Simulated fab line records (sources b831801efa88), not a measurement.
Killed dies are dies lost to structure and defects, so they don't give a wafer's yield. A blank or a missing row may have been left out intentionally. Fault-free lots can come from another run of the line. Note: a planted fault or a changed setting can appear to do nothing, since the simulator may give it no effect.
Shared-tool check | flow sky130 | 14 lots, 42 wafers sampled

WHAT PROMPTED THE OPENING
SKY_SONOS_TUNNEL_TW_MEAS_12, reading SONOS_TUNNEL_TW: flagged on 2 of 14 lots. Wafers without a fault read 198.0, standard deviation 2.4.
Rule: a lot gets a flag if all its wafers with a number sit over 4 standard deviations from that mean, or if no wafer of it has a number. As for the other lots, they are considered sound.

lot  | measured     | on            | SONOS_TUNNEL_TW, wafer by wafer | flag
L131 | day 11 01:00 | film metro-02 | 201.2 199.8 202.1               |
L133 | day 11 23:30 | film metro-01 | 199.0 199.7 198.2               |
L135 | day 12 13:19 | film metro-01 | 30.1 30.2 30.2                  | FLAGGED
L136 | day 13 02:37 | film metro-01 | 30.4 30.5 30.4                  | FLAGGED
L143 | day 15 05:19 | film metro-04 | 194.2 194.8 193.7               |
L144 | day 15 08:22 | film metro-01 | 200.0 198.3 198.4               |
L145 | day 15 18:47 | film metro-01 | 199.1 198.1 197.6               |
L147 | day 17 10:56 | film metro-04 | 195.5 193.6 194.9               |
L148 | day 17 21:15 | film metro-04 | 195.2 194.1 195.0               |
L149 | day 17 21:35 | film metro-01 | 198.3 198.0 198.6               |
L150 | day 18 08:37 | film metro-02 | 200.3 200.2 200.4               |
L151 | day 18 17:01 | film metro-04 | 194.5 195.5 194.5               |
L154 | day 19 00:30 | film metro-01 | 197.5 198.9 197.7               |
L153 | day 19 03:23 | film metro-02 | 200.9 199.0 200.2               |
On average the flagged lots' numbers are 30.3, which is -167.7 against the usual, or -70 standard deviations.

LOT BY LOT: THE TOOL USED
The record keeps 1 process step preceding the reading, out of 708 steps on the route. Read each cell as the tool, then ch plus the chambers that the sampled wafers visited, then the start.
lot  | flag    | SKY_VT_ADJUST_PCH_STRIP_09
L131 |         | plasma asher-01 ch 0, day 10 00:55
L133 |         | plasma asher-01 ch 0, day 10 23:37
L135 | FLAGGED | plasma asher-03 ch 0, day 11 12:52
L136 | FLAGGED | plasma asher-04 ch 0,1, day 12 01:13
L143 |         | plasma asher-04 ch 0,1, day 14 01:31
L144 |         | plasma asher-03 ch 0,1, day 14 05:04
L145 |         | plasma asher-03 ch 0,1, day 14 15:22
L147 |         | plasma asher-04 ch 0,1, day 16 05:19
L148 |         | plasma asher-03 ch 0,1, day 16 15:07
L149 |         | plasma asher-04 ch 0,1, day 16 15:28
L150 |         | plasma asher-01 ch 0,1, day 17 02:10
L151 |         | plasma asher-04 ch 0,1, day 17 11:28
L154 |         | plasma asher-03 ch 0,1, day 17 18:52
L153 |         | plasma asher-04 ch 0,1, day 17 20:28
What these steps do:
- SKY_VT_ADJUST_PCH_STRIP_09: strips in O2/N2.
- SKY_SONOS_TUNNEL_TW_MEAS_12

FLAGGED OVER TOTAL, TOOL BY TOOL (the gauges that took the reading come last)
step                        | tool            | lots run | flagged | share of the flagged lots | sound lots run after its first flagged lot
SKY_VT_ADJUST_PCH_STRIP_09  | plasma asher-01 | 3        | 0       | none                      | -
SKY_VT_ADJUST_PCH_STRIP_09  | plasma asher-03 | 5        | 1       | some                      | 4 (L144,L145,L148,L154)
SKY_VT_ADJUST_PCH_STRIP_09  | plasma asher-04 | 6        | 1       | some                      | 5 (L143,L147,L149,L151,L153)
SKY_SONOS_TUNNEL_TW_MEAS_12 | film metro-01   | 7        | 2       | all                       | 4 (L144,L145,L149,L154)
SKY_SONOS_TUNNEL_TW_MEAS_12 | film metro-02   | 3        | 0       | none                      | -
SKY_SONOS_TUNNEL_TW_MEAS_12 | film metro-04   | 4        | 0       | none                      | -

WHAT IS ALLOWED BY THE TABLE
1 row of the table ran every flagged lot: film metro-01 at SKY_SONOS_TUNNEL_TW_MEAS_12.
- film metro-01 at SKY_SONOS_TUNNEL_TW_MEAS_12: 2 of its 7 lots flagged. After the first flagged lot (L144, L145, L149, L154), sound lots still ran on it; a lasting fault on the whole tool would not permit that.
None of the table's rows ran every flagged lot and, after the first, no sound lot.

WHAT THE SIMULATOR HAD PUT IN
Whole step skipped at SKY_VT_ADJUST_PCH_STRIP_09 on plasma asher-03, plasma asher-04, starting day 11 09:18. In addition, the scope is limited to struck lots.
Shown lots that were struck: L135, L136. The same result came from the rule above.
